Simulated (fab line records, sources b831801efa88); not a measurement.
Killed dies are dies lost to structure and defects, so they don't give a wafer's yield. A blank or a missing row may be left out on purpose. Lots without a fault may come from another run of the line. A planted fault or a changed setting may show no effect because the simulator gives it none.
A struck lot beside a sound one | flow sfq_line | 42 steps out of a route of 325
Sound: wafers L907.2, L907.3, L907.5. Struck: wafers L923.3, L923.4, L923.6. The cause comes at the end.
At each step with rows: each side's tool, then ch and its chambers, then its first start. Under that, the readings that differ: sound wafers | struck wafers | difference of the means | sigmas: that difference in standard deviations of wafers without a fault.
alike: readings whose means differ by less than 2 such deviations, and words and numbers that are the same on both sides. not compared: withheld readings, readings that some wafer has no value for, bounds like >300 that may hide the same value, and numbers for which the record gives no deviation and whose values overlap.
The two part at a step that has a row with sigmas, a row that says differs or no value, or rows on one side only. Numbers that don't overlap but have no deviation are shown without sigmas and don't part them. A reading that every wafer of one side lacks parts them only if that side has two wafers or more.

first, 6 steps without rows for these wafers: SFQ_TRILAYER_I3_VIA_LITHO_COAT_090 (resist thk 62 nm); SFQ_TRILAYER_I3_VIA_LITHO_COAT_085 (resist thk 650 nm); SFQ_TRILAYER_I3_VIA_LITHO_SOFTBAKE_089; SFQ_TRILAYER_I3_VIA_LITHO_EXPOSE_086 (exposes mask I3, target cd 500 nm); SFQ_TRILAYER_I3_VIA_LITHO_PEB_088 (peb time 60 s); SFQ_TRILAYER_I3_VIA_LITHO_DEVELOP_087 (time 60 s).
SFQ_I3_OVL_MEAS_923:
  sound on overlay-01, day 39 11:33; struck on overlay-01, day 51 13:16
  alike: I3_OVL
then, 5 steps without rows for these wafers: SFQ_TRILAYER_I3_VIA_BARC_OPEN_VIA_ETCH_121 (etches BARC in O2, target depth 125 nm, time 41.7 s); SFQ_TRILAYER_I3_VIA_ETCH_VIA_ETCH_088 (etches SiO2 in CHF3, stops on Nb, target depth 260 nm); SFQ_TRILAYER_I3_VIA_STRIP_STRIP_089 (strips in O2); SFQ_TRILAYER_I3_VIA_STRIP_SOLV_CLEAN_090 (cleans in NMP, time 600 s); SFQ_TRILAYER_M4_DEP_PRE_CLEAN_092 (time 22.5 s).
SFQ_TRILAYER_M4_DEP_SPUTTER_091: material Nb, target thk 200 nm, time 133.3 s.
  sound on pvd_sputter-03, day 39 12:32; struck on pvd_sputter-03, day 51 14:14
  reading                                             | sound                | struck               | difference | sigmas
  cathode_dc_power_W (W)                              | 2000.3 1999.9 2000.1 | 2427.1 2427.4 2427.6 | +427.3     | +99 or more
  model.Nb_of_TRILAYER_M4_DEP_SPUTTER_091.thk_nm (nm) | 199.3 199.6 197.3    | 244.4 244.2 244.2    | +45.5      |
  alike: throttle_valve_pct
SFQ_M4_RS_MEAS_924: measures by four-point-probe.
  sound on film_metro-01, day 39 12:39; struck on film_metro-01, day 51 14:22
  reading           | sound             | struck            | difference | sigmas
  M4_NB_RS (ohm/sq) | 0.891 0.890 0.900 | 0.725 0.725 0.729 | -0.167     | -17
then, 6 steps without rows for these wafers: SFQ_TRILAYER_M4_LITHO_COAT_098 (resist thk 62 nm); SFQ_TRILAYER_M4_LITHO_COAT_093 (resist thk 600 nm); SFQ_TRILAYER_M4_LITHO_SOFTBAKE_097; SFQ_TRILAYER_M4_LITHO_EXPOSE_094 (exposes mask M4, target cd 500 nm); SFQ_TRILAYER_M4_LITHO_PEB_096 (peb time 60 s); SFQ_TRILAYER_M4_LITHO_DEVELOP_095 (time 60 s).
-- the record jumps here: 5 days lie between the struck wafers' starts before and after --
SFQ_M4_OVL_MEAS_926:
  sound on overlay-01, day 45 06:37; struck on overlay-01, day 56 17:06
  alike: M4_OVL
SFQ_TRILAYER_M4_BARC_OPEN_METAL_ETCH_123: etches BARC in O2, target depth 125 nm, time 41.7 s.
  sound on rie_metal-04 ch 0,1, day 45 06:38; struck on rie_metal-02 ch 0,1, day 56 17:09
  alike: drypump_motor_current_A, oes_product_au
  not compared: rf_hours_counter_h
SFQ_TRILAYER_M4_ETCH_METAL_ETCH_096: etches Nb in Cl2/Ar, stops on SiO2, target depth 240 nm, time 120 s.
  sound on rie_metal-04 ch 0,1, day 45 06:42; struck on rie_metal-02 ch 0,1, day 56 17:14
  reading               | sound             | struck            | difference | sigmas
  oes_product_au (a.u.) | 0.898 0.891 0.879 | 0.994 0.996 1.006 | +0.109     | +15
  alike: drypump_motor_current_A
  not compared: rf_hours_counter_h
then, 2 steps without rows for these wafers: SFQ_TRILAYER_M4_STRIP_STRIP_097 (strips in O2); SFQ_TRILAYER_M4_STRIP_SOLV_CLEAN_098 (cleans in NMP, time 600 s).
SFQ_TRILAYER_I4_DEP_PECVD_099: deposits SiO2 from SiH4/N2O, time 111.11 s, target thk 500 nm.
  sound on pecvd-02 ch 0,1,2, day 45 07:36; struck on pecvd-02 ch 1,2, day 56 18:05
  alike: heater_power_w, throttle_valve_pct
SFQ_TRILAYER_I4_CMP_CMP_100: polishes SiO2.
  sound on cmp-02 ch 0,1,2, day 45 08:41; struck on cmp-01 ch 0,2,3, day 57 00:18
  alike: head_pressure_psi, motor_current_A, platen_rpm, time_to_endpoint_s
SFQ_I4_BOW_MEAS_927:
  sound on film_metro-03, day 45 10:42; struck on film_metro-03, day 57 02:20
  alike: I4_BOW
SFQ_TRILAYER_I4_METRO_MEASURE_101:
  sound on film_metro-03, day 45 11:00; struck on film_metro-03, day 57 02:49
  alike: thk_nm
then, 6 steps without rows for these wafers: SFQ_TRILAYER_I4_VIA_LITHO_COAT_108 (resist thk 62 nm); SFQ_TRILAYER_I4_VIA_LITHO_COAT_103 (resist thk 650 nm); SFQ_TRILAYER_I4_VIA_LITHO_SOFTBAKE_107; SFQ_TRILAYER_I4_VIA_LITHO_EXPOSE_104 (exposes mask I4, target cd 700 nm); SFQ_TRILAYER_I4_VIA_LITHO_PEB_106 (peb time 60 s); SFQ_TRILAYER_I4_VIA_LITHO_DEVELOP_105 (time 60 s).
-- the record jumps here: 4 days lie between the struck wafers' starts before and after --
SFQ_I4_OVL_MEAS_928:
  sound on overlay-02, day 46 21:53; struck on overlay-01, day 61 03:31
  alike: I4_OVL
then, 2 steps without rows for these wafers: SFQ_TRILAYER_I4_VIA_BARC_OPEN_VIA_ETCH_146 (etches BARC in O2, target depth 125 nm, time 41.7 s); SFQ_TRILAYER_I4_VIA_ETCH_VIA_ETCH_106 (etches SiO2 in CHF3, stops on Nb, target depth 260 nm).
SFQ_TRILAYER_I4_VIA_STRIP_STRIP_107: strips in O2.
  sound on rie_metal-02 ch 0, day 46 22:04; struck on rie_metal-01 ch 0,1, day 61 03:54
  reading               | sound             | struck            | difference | sigmas
  oes_product_au (a.u.) | 1.018 1.004 1.010 | 0.994 0.991 0.989 | -0.019     | -2
  alike: drypump_motor_current_A
  not compared: rf_hours_counter_h
then, 2 steps without rows for these wafers: SFQ_TRILAYER_I4_VIA_STRIP_SOLV_CLEAN_108 (cleans in NMP, time 600 s); SFQ_TRILAYER_JJ_TRILAYER_DEP_PRE_CLEAN_113 (time 22.5 s).
-- the record jumps here: 19 days lie between the struck wafers' starts before and after --
SFQ_M8_BOW_MEAS_951:
  sound on film_metro-03, day 76 21:36; struck on film_metro-04, day 80 11:40
  reading                       | sound                | struck               | difference | sigmas
  model.etest.m4.comb_log10_ohm | 12 12 12             | 0 0 0                | -12        |
  model.etest.m4.ohm_sq         | 0.8933 0.8918 0.9024 | 0.7282 0.7289 0.7291 | -0.1671    |
  alike: M8_BOW

WHERE THEY PART
First at SFQ_TRILAYER_M4_DEP_SPUTTER_091; last, within this record, at SFQ_TRILAYER_I4_VIA_STRIP_STRIP_107. Later steps at which nothing parts them and some readings are alike: SFQ_M8_BOW_MEAS_951.

WHY: what the simulator had put in
Process parameter drift: pvd_sputter-03, from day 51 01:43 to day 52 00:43, at SFQ_TRILAYER_M4_DEP_SPUTTER_091. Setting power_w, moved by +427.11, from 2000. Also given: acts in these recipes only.
